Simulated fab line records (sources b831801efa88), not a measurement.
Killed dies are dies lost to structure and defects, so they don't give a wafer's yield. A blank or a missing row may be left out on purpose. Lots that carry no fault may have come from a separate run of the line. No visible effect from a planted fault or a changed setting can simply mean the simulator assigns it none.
Matching of chambers / flow sky130 / SKY_VIA4_ETCH_12 on rie_diel-02 has 4 sister chambers
The step etches SiO2 in C4F8/O2/Ar, stops on TiN, target depth 580 nm. 33 wafers are shown with their chamber, then 12 later ones without.

## WAFERS WITH THEIR CHAMBER
wafer=L074.1; chamber=2; oes_product_au (a.u.)=0.930
wafer=L074.2; chamber=3; oes_product_au (a.u.)=0.927
wafer=L074.3; chamber=0; oes_product_au (a.u.)=0.925
wafer=L074.4; chamber=1; oes_product_au (a.u.)=0.930
wafer=L074.5; chamber=1; oes_product_au (a.u.)=0.926
wafer=L074.6; chamber=2; oes_product_au (a.u.)=0.932
wafer=L075.2; chamber=3; oes_product_au (a.u.)=0.930
wafer=L075.3; chamber=0; oes_product_au (a.u.)=0.928
wafer=L075.5; chamber=2; oes_product_au (a.u.)=0.923
wafer=L079.1; chamber=0; oes_product_au (a.u.)=0.929
wafer=L079.3; chamber=1; oes_product_au (a.u.)=0.928
wafer=L079.6; chamber=3; oes_product_au (a.u.)=0.922
wafer=L081.1; chamber=3; oes_product_au (a.u.)=0.920
wafer=L081.4; chamber=1; oes_product_au (a.u.)=0.922
wafer=L081.6; chamber=3; oes_product_au (a.u.)=0.921
wafer=L083.2; chamber=2; oes_product_au (a.u.)=0.926
wafer=L083.3; chamber=3; oes_product_au (a.u.)=0.922
wafer=L083.5; chamber=2; oes_product_au (a.u.)=0.927
wafer=L086.1; chamber=0; oes_product_au (a.u.)=0.929
wafer=L086.2; chamber=1; oes_product_au (a.u.)=0.923
wafer=L086.3; chamber=3; oes_product_au (a.u.)=0.929
wafer=L086.4; chamber=2; oes_product_au (a.u.)=0.926
wafer=L086.5; chamber=2; oes_product_au (a.u.)=0.923
wafer=L086.6; chamber=1; oes_product_au (a.u.)=0.927
wafer=L088.1; chamber=1; oes_product_au (a.u.)=0.932
wafer=L088.3; chamber=0; oes_product_au (a.u.)=0.922
wafer=L088.5; chamber=3; oes_product_au (a.u.)=0.917
wafer=L089.3; chamber=2; oes_product_au (a.u.)=0.917
wafer=L089.4; chamber=1; oes_product_au (a.u.)=0.922
wafer=L089.6; chamber=3; oes_product_au (a.u.)=0.925
wafer=L090.1; chamber=1; oes_product_au (a.u.)=0.921
wafer=L090.3; chamber=2; oes_product_au (a.u.)=0.927
wafer=L090.6; chamber=0; oes_product_au (a.u.)=0.921

SIGNATURES (averages over the wafers above)
reading=oes_product_au; chamber 0=0.92567; chamber 1=0.92567; chamber 2=0.92567; chamber 3=0.92367; scatter within a chamber=0.00411
Rule: a wafer's distance from a chamber is the root of the sum, over the readings, of the square of ((its reading less the chamber's mean) divided by the reading's scatter). The wafer belongs to the nearest chamber; if the next one is less than 2 further off, it can't be placed. The scatter is the square root of a quotient: the sum, over the shown wafers, of each reading's squared deviation from its chamber's mean, divided by wafers minus chambers.

## WAFERS WITHOUT THEIR CHAMBER
wafer=L096.1; oes_product_au (a.u.)=0.920
wafer=L096.2; oes_product_au (a.u.)=0.925
wafer=L096.3; oes_product_au (a.u.)=0.930
wafer=L096.4; oes_product_au (a.u.)=0.932
wafer=L096.5; oes_product_au (a.u.)=0.921
wafer=L096.6; oes_product_au (a.u.)=0.929
wafer=L095.1; oes_product_au (a.u.)=0.927
wafer=L095.2; oes_product_au (a.u.)=0.930
wafer=L095.3; oes_product_au (a.u.)=0.920
wafer=L095.4; oes_product_au (a.u.)=0.927
wafer=L095.5; oes_product_au (a.u.)=0.931
wafer=L095.6; oes_product_au (a.u.)=0.932

## WHICH CHAMBER EACH WENT THROUGH
wafer=L096.1; from the rows above=can't be placed: 3 or 0 or 1 or 2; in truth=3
wafer=L096.2; from the rows above=can't be placed: 0 or 1 or 2 or 3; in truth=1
wafer=L096.3; from the rows above=can't be placed: 0 or 1 or 2 or 3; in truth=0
wafer=L096.4; from the rows above=can't be placed: 0 or 1 or 2 or 3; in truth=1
wafer=L096.5; from the rows above=can't be placed: 3 or 0 or 1 or 2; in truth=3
wafer=L096.6; from the rows above=can't be placed: 0 or 1 or 2 or 3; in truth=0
wafer=L095.1; from the rows above=can't be placed: 0 or 1 or 2 or 3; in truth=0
wafer=L095.2; from the rows above=can't be placed: 0 or 1 or 2 or 3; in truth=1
wafer=L095.3; from the rows above=can't be placed: 3 or 0 or 1 or 2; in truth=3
wafer=L095.4; from the rows above=can't be placed: 0 or 1 or 2 or 3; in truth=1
wafer=L095.5; from the rows above=can't be placed: 0 or 1 or 2 or 3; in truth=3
wafer=L095.6; from the rows above=can't be placed: 0 or 1 or 2 or 3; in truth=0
Correctly placed: 0 of 12. Can't be placed from these rows: 12 (the true chamber is among the candidates in 12). Placed wrongly: 0.
